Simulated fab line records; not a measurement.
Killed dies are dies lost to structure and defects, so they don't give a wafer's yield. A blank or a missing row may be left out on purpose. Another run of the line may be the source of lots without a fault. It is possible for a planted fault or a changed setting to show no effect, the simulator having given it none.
fab line records	flow sky130	part 2 of 2: steps 24 to 31 of 31
record lots=5	wafers=15	last_day=49
route steps=708 shown METAL5@667 PASSIVATION@681 PAD_OPEN@694
lots that met no fault: taken from a fault-free run of the same line
start_h: start of the lot's first displayed wafer, in hours after the record's first day	wait_h: time in hours since the lot's previous step	" unchanged from the row above	L1.1+2: several wafers, shown together as one row	- no value, or no start was given	* or withheld: withheld	< > ~ a bound
route shown NAME@n: names a module that has steps shown in the file, with the first one's number in the route	usual: average and standard deviation across the fault-free wafers	same: alike in all rows	chamber/n: place in a boat	sites: the reading at each site	_std_site: standard deviation of those values	_edge_site: mean of outer sites minus mean of inner sites	radius_mm: how far each site lies from the wafer's centre	mask NAME#n: copy n	behind: the tool/chamber that last shaped the wafer	hold: what put the lot on hold/how long, in hours/how the hold closed	device: transistor that didn't switch, given as n, p or np	end of line: tests run on the same wafers once the route is complete	for a step that has no rows: nothing shown but its recipe	killed: at the first sort, the dies lost to defects and structure; wafer yield is something else	map: the dies of a wafer, with x for killed, . for not killed, _ for no die there
set.NAME: the setting as run; set.NAME@STEP: as run at that earlier step	model.NAME: the simulator's own value behind a step, which no gauge read
lots at selected steps of the route; one table per step, one row per wafer
services: from which hour (start_h, from the record's first day; less than 0 if before it) a tool's chamber was out of use, for how many hours, and why
## steps
# step SKY_PASSIVATION_PEB_09
# recipe temp_c=115	time_s=withheld
# usual chill_plate_temp_C=23.01/0.1	exhaust_pa=45.1/0.9
lot.wafer	tool	chamber	start_h	wait_h	chill_plate_temp_C	exhaust_pa
L077.1	litho_track-04	0	-	-	22.93	46.2
L077.5	"	0	"	"	22.89	45.7
L077.6	"	0	"	"	22.92	45.1
L079.3	litho_track-04	0	-	-	23.08	45.3
L079.5	"	0	"	"	22.99	44.9
L079.6	"	0	"	"	22.95	44.6
L087.2	litho_track-02	0	-	-	22.89	46.8
L087.4	"	0	"	"	23.03	46.2
L087.5	"	0	"	"	22.84	45.2
L091.1	litho_track-02	0	-	-	22.96	43.3
L091.2	"	0	"	"	22.97	43.7
L091.4	"	0	"	"	22.95	44.5
L093.2	litho_track-03	0	-	-	22.86	45.5
L093.3	"	0	"	"	22.90	46.3
L093.6	"	0	"	"	22.94	46.4
# step SKY_PASSIVATION_DEVELOP_10
# recipe develop_time_s=60	dev_temp_c=22.09
# usual chill_plate_temp_C=23.01/0.11	exhaust_pa=44.9/0.98
lot.wafer	tool	chamber	start_h	wait_h	chill_plate_temp_C	exhaust_pa
L077.1	litho_track-04	0	-	-	22.88	45.1
L077.5	"	0	"	"	22.91	45.2
L077.6	"	0	"	"	22.99	44.7
L079.3	litho_track-04	0	-	-	23.11	43.7
L079.5	"	0	"	"	23.14	45.2
L079.6	"	0	"	"	23.08	42.7
L087.2	litho_track-02	0	-	-	23.16	44.7
L087.4	"	0	"	"	23.21	46.2
L087.5	"	0	"	"	23.15	47.1
L091.1	litho_track-02	0	-	-	22.88	45.8
L091.2	"	0	"	"	22.79	44.6
L091.4	"	0	"	"	22.81	46.1
L093.2	litho_track-03	0	-	-	22.88	42.7
L093.3	"	0	"	"	22.81	44.3
L093.6	"	0	"	"	22.85	45.2
# step SKY_PASSIVATION_ETCH_11
# recipe chemistry=CF4/O2	target_depth_nm=725	stop_on=AlCu	source_w=800	bias_w=150	pressure_mtorr=150	cf4_flow_sccm=80	O2_flow_sccm=10	time_s=161.1
# usual drypump_motor_current_A=5.8/0.43	oes_product_au=0.979/0.007	throttle_valve_pct=5.965/0.0099
lot.wafer	tool	chamber	start_h	wait_h	drypump_motor_current_A	oes_product_au	rf_hours_counter_h	throttle_valve_pct
L077.1	rie_diel-01	1	1077.67	-	5.4	0.983	18	5.958
L077.5	"	0	"	"	6.0	0.979	-	5.970
L077.6	"	3	"	"	5.3	0.971	-	5.979
L079.3	rie_diel-02	1	1084.42	-	6.5	0.981	24	5.965
L079.5	"	1	"	"	6.5	0.986	-	5.981
L079.6	"	2	"	"	5.6	0.985	-	5.963
L087.2	rie_diel-03	1	1126.42	-	5.5	0.969	19	5.983
L087.4	"	1	"	"	5.6	0.965	-	5.959
L087.5	"	3	"	"	6.0	0.977	-	5.973
L091.1	rie_diel-01	2	1161.67	-	5.4	0.966	20	5.951
L091.2	"	1	"	"	5.4	0.976	21	5.948
L091.4	"	3	"	"	5.3	0.992	20	5.969
L093.2	rie_diel-03	2	1163.38	-	6.3	0.989	18	5.972
L093.3	"	0	"	"	6.3	0.980	8	5.938
L093.6	"	2	"	"	6.3	0.983	-	5.981
# step SKY_PASSIVATION_STRIP_12
# recipe chemistry=O2/N2	power_w=1400	pressure_mtorr=1500	platen_temp_c=withheld	overash_fraction=0.7	o2_flow_sccm=3000	n2_flow_sccm=300
# usual drypump_motor_current_A=5.9/0.61	oes_product_au=0.661/0.005	strip_time_to_endpoint_s=31.51/0.14
lot.wafer	tool	chamber	start_h	wait_h	drypump_motor_current_A	oes_product_au	rf_hours_counter_h	strip_time_to_endpoint_s
L077.1	plasma_asher-04	0	1077.78	0.1	6.4	0.655	63	31.56
L077.5	"	1	"	"	6.6	0.668	-	31.51
L077.6	"	0	"	"	6.4	0.661	-	31.34
L079.3	plasma_asher-04	1	1084.56	0.1	6.6	0.668	-	31.59
L079.5	"	1	"	"	6.6	0.660	-	31.65
L079.6	"	0	"	"	6.4	0.657	-	31.50
L087.2	plasma_asher-01	1	1126.52	0.1	5.3	0.664	37	31.46
L087.4	"	0	"	"	6.3	0.658	-	31.44
L087.5	"	0	"	"	6.3	0.665	-	31.46
L091.1	plasma_asher-02	1	1161.77	0.1	5.6	0.660	10	31.68
L091.2	"	0	"	"	5.0	0.652	10	31.70
L091.4	"	0	"	"	5.0	0.653	-	31.40
L093.2	plasma_asher-04	0	1163.49	0.1	6.4	0.664	72	31.28
L093.3	"	0	"	"	6.3	0.663	-	31.30
L093.6	"	0	"	"	6.4	0.659	-	31.26
# step SKY_PAD_OPEN_DEHYDRATE_00
# recipe temp_c=200	time_s=60
# usual chill_plate_temp_C=22.99/0.12	exhaust_pa=44.8/0.83
lot.wafer	tool	chamber	start_h	wait_h	chill_plate_temp_C	exhaust_pa
L077.1	litho_track-01	0	1088.36	10.5	22.80	45.2
L077.5	"	0	"	"	22.91	45.1
L077.6	"	0	"	"	22.82	44.9
L079.3	litho_track-01	0	1093.96	9.4	22.98	44.1
L079.5	"	0	"	"	22.90	44.6
L079.6	"	0	"	"	23.12	44.5
L087.2	litho_track-04	0	1136.05	9.5	23.05	44.7
L087.4	"	0	"	"	23.11	45.7
L087.5	"	0	"	"	23.07	47.3
L091.1	litho_track-03	0	1169.88	8.1	22.92	45.3
L091.2	"	0	"	"	23.01	45.9
L091.4	"	0	"	"	23.01	44.6
L093.2	litho_track-01	0	1171.98	8.5	22.96	43.9
L093.3	"	0	"	"	23.02	44.3
L093.6	"	0	"	"	22.83	44.7
# step SKY_PAD_OPEN_HMDS_01
# recipe prime_time_s=60	prime_temp_c=120
# usual chill_plate_temp_C=22.99/0.088	exhaust_pa=45.2/0.78
lot.wafer	tool	chamber	start_h	wait_h	chill_plate_temp_C	exhaust_pa
L077.1	litho_track-01	0	1088.51	0.1	23.07	45.4
L077.5	"	0	"	"	22.87	46.6
L077.6	"	0	"	"	22.99	45.1
L079.3	litho_track-01	0	1094.11	0.1	22.79	46.2
L079.5	"	0	"	"	22.80	45.0
L079.6	"	0	"	"	22.83	45.2
L087.2	litho_track-04	0	1136.20	0.1	23.09	45.2
L087.4	"	0	"	"	23.11	45.5
L087.5	"	0	"	"	23.02	46.1
L091.1	litho_track-03	0	1170.03	0.1	23.17	45.5
L091.2	"	0	"	"	22.93	43.5
L091.4	"	0	"	"	23.07	44.3
L093.2	litho_track-01	0	1172.13	0.1	23.08	44.3
L093.3	"	0	"	"	23.12	44.8
L093.6	"	0	"	"	22.95	45.4
# step SKY_PAD_OPEN_COAT_02
# recipe spin_rpm=2000	resist_thk_nm=3000
# usual chill_plate_temp_C=22.98/0.099	dispense_pressure_kPa=46.8/2.3	exhaust_pa=45.1/0.81
lot.wafer	tool	chamber	start_h	wait_h	chill_plate_temp_C	dispense_pressure_kPa	exhaust_pa
L077.1	litho_track-01	0	1088.66	0.1	22.99	46.1	44.9
L077.5	"	0	"	"	23.15	46.1	45.9
L077.6	"	0	"	"	23.09	46.1	46.2
L079.3	litho_track-01	0	1094.26	0.1	22.96	46.1	44.9
L079.5	"	0	"	"	22.82	46.1	44.6
L079.6	"	0	"	"	23.01	46.1	44.5
L087.2	litho_track-04	0	1136.35	0.1	22.90	49.1	43.6
L087.4	"	0	"	"	23.04	49.1	45.5
L087.5	"	0	"	"	23.08	49.1	44.6
L091.1	litho_track-03	0	1170.18	0.1	22.88	43.7	45.3
L091.2	"	0	"	"	23.04	43.7	45.6
L091.4	"	0	"	"	22.95	43.7	44.9
L093.2	litho_track-01	0	1172.28	0.1	23.15	46.1	46.5
L093.3	"	0	"	"	23.04	46.2	47.1
L093.6	"	0	"	"	22.99	46.1	46.2
# step SKY_PAD_OPEN_SOFTBAKE_03
# recipe temp_c=110	time_s=withheld
# usual chill_plate_temp_C=23.00/0.12	exhaust_pa=45.1/0.84
lot.wafer	tool	chamber	start_h	wait_h	chill_plate_temp_C	exhaust_pa
L077.1	litho_track-01	0	1088.81	0.1	23.28	45.3
L077.5	"	0	"	"	23.34	45.8
L077.6	"	0	"	"	23.21	44.9
L079.3	litho_track-01	0	1094.42	0.1	22.92	45.1
L079.5	"	0	"	"	22.93	45.4
L079.6	"	0	"	"	23.04	44.1
L087.2	litho_track-04	0	1136.51	0.1	23.01	44.6
L087.4	"	0	"	"	23.00	46.7
L087.5	"	0	"	"	23.07	44.7
L091.1	litho_track-03	0	1170.33	0.1	22.98	44.9
L091.2	"	0	"	"	22.93	45.0
L091.4	"	0	"	"	23.06	43.9
L093.2	litho_track-01	0	1172.44	0.1	23.00	44.2
L093.3	"	0	"	"	22.92	44.4
L093.6	"	0	"	"	22.91	46.3
## services
tool	chamber	start_h	hours	kind
iline_stepper-02	-	1020.53	1.7	pm
pecvd-04	2	1025.43	3.7	repair
pecvd-04	-	1030.17	2.8	pm
rie_diel-02	3	1040.57	45.5	repair
rie_diel-02	1	1051.86	2.7	repair
iline_stepper-01	-	1053.24	9.2	repair
pecvd-04	0	1058.78	9.8	repair
plasma_asher-03	-	1063.39	3.1	repair
rie_diel-01	3	1063.39	11.3	repair
rie_diel-01	-	1067.27	0.2	repair
plasma_asher-01	-	1069.28	3.0	repair
pecvd-03	-	1079.33	2.8	pm
iline_stepper-01	-	1084.43	1.7	pm
rie_metal-01	-	1087.04	14.6	pm
iline_stepper-02	-	1107.00	17.6	repair
plasma_asher-04	-	1108.99	2.9	repair
plasma_asher-01	-	1110.52	15.6	pm
plasma_asher-03	-	1116.75	2.3	repair
rie_diel-03	0	1122.38	4.3	repair
rie_metal-02	-	1142.69	1.4	pm
rie_diel-01	2	1144.34	2.2	repair
rie_metal-01	-	1160.00	1.4	pm
rie_diel-03	1	1162.73	6.0	repair
iline_stepper-02	-	1163.72	5.2	repair
